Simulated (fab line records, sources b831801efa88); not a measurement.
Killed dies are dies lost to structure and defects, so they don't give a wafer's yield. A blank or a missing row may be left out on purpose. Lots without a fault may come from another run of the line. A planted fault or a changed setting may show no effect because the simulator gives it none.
Chamber matching | flow sky130 | SKY_CONTACT_CVD_00 on pecvd-01: 3 sister chambers
The step deposits Si3N4, target thk 75 nm. 22 wafers are shown with their chamber, then 11 later ones without.

WAFERS WITH THEIR CHAMBER
wafer  | chamber | heater_power_w (W) | susceptor_temp_C (C)
L074.1 | 1       | 671                | 399.99
L074.3 | 0       | 653                | 399.78
L074.4 | 1       | 667                | 400.18
L075.1 | 0       | 564                | 399.98
L075.3 | 1       | 614                | 400.05
L075.4 | 2       | 685                | 400.37
L078.1 | 0       | 565                | 400.07
L078.4 | 0       | 555                | 399.96
L078.5 | 2       | 634                | 400.31
L079.1 | 1       | 548                | 400.15
L079.4 | 0       | 648                | 399.83
L079.5 | 2       | 677                | 400.24
L082.1 | 1       | 665                | 400.17
L082.3 | 2       | 662                | 399.59
L082.6 | 0       | 636                | 399.90
L084.1 | 1       | 663                | 400.08
L084.3 | 0       | 586                | 400.18
L084.4 | 1       | 650                | 400.19
L086.1 | 1       | 561                | 399.60
L086.3 | 2       | 681                | 400.01
L086.6 | 1       | 584                | 399.73
L088.2 | 1       | 665                | 399.22

SIGNATURES (means of the wafers above)
reading          | chamber 0 | chamber 1 | chamber 2 | scatter within a chamber
heater_power_w   | 601.00    | 628.80    | 667.80    | 42.1
susceptor_temp_C | 399.9571  | 399.9360  | 400.1040  | 0.276
Rule: a wafer's distance from a chamber is the root of the sum, over the readings, of the square of ((its reading less the chamber's mean) divided by the reading's scatter). The wafer belongs to the nearest chamber; if the next one is less than 2 further off, it can't be placed. The scatter: the root of (the sum of the squares of (reading less its chamber's mean) over the shown wafers, divided by (wafers less chambers)).

WAFERS WITHOUT THEIR CHAMBER
wafer  | heater_power_w (W) | susceptor_temp_C (C)
L088.3 | 623                | 399.98
L088.5 | 653                | 399.51
L089.1 | 552                | 400.15
L089.2 | 606                | 400.14
L089.6 | 588                | 400.18
L095.1 | 607                | 400.35
L095.2 | 661                | 400.00
L095.4 | 638                | 400.03
L096.1 | 579                | 400.21
L096.4 | 663                | 400.11
L096.5 | 613                | 399.93

WHICH CHAMBER EACH WENT THROUGH
wafer  | from the rows above          | in truth
L088.3 | can't be placed: 1 or 0 or 2 | 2
L088.5 | can't be placed: 1 or 0 or 2 | 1
L089.1 | can't be placed: 0 or 1 or 2 | 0
L089.2 | can't be placed: 0 or 1 or 2 | 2
L089.6 | can't be placed: 0 or 1 or 2 | 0
L095.1 | can't be placed: 0 or 1 or 2 | 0
L095.2 | can't be placed: 2 or 1 or 0 | 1
L095.4 | can't be placed: 1 or 2 or 0 | 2
L096.1 | can't be placed: 0 or 1 or 2 | 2
L096.4 | can't be placed: 2 or 1 or 0 | 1
L096.5 | can't be placed: 0 or 1 or 2 | 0
Placed correctly: 0 of 11. Can't be placed from these rows: 11 (the true chamber is among the candidates in 11). Placed wrongly: 0.
